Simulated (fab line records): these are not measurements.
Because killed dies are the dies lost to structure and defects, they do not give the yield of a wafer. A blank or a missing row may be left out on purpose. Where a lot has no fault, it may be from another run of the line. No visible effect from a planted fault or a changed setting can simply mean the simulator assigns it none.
Which tool was responsible?	flow sfq_line	7 lots, 21 wafers sampled, at 1 step of a route of 325

## WHAT THE GAUGES SHOWED, per wafer
SFQ_I0_BOW_MEAS_907.
lot	measured	on	I0_BOW (um)
L658	day 12 06:30	film_metro-04	12 15 5
L662	day 13 08:46	film_metro-03	8 6 8
L664	day 14 01:04	film_metro-03	-2 -4 -1
L666	day 14 15:28	film_metro-01	-3 -4 -6
L669	day 16 03:18	film_metro-03	1 -12 -10
L674	day 18 05:02	film_metro-03	-4 -8 16
L680	day 20 16:12	film_metro-01	3 3 -1

## EACH LOT AND THE TOOL THAT RAN IT (in order: tool; ch and the chambers of the sampled wafers; start)
There is no process step in the record ahead of these readings.

## THE ANSWER, worked out from the rows above alone
Rule: what is usual is taken from the lots themselves. Put in order of their means at a reading, lots are off if they are a third of the lots or fewer, leave a main group of 4 or more, and stand apart from it by a gap of 3 or more times the standard deviation of the main group's means; of several such gaps the widest counts. A main group is skipped when, at the precision printed for the reading in the tables above, its means are all equal. A lot without any number at a reading at which 4 lots or more have one is off too. All remaining lots with rows at the step are treated as sound.
None of the lots is off at any reading shown; this tells nothing.

## WHAT THE SIMULATOR HAD PUT IN
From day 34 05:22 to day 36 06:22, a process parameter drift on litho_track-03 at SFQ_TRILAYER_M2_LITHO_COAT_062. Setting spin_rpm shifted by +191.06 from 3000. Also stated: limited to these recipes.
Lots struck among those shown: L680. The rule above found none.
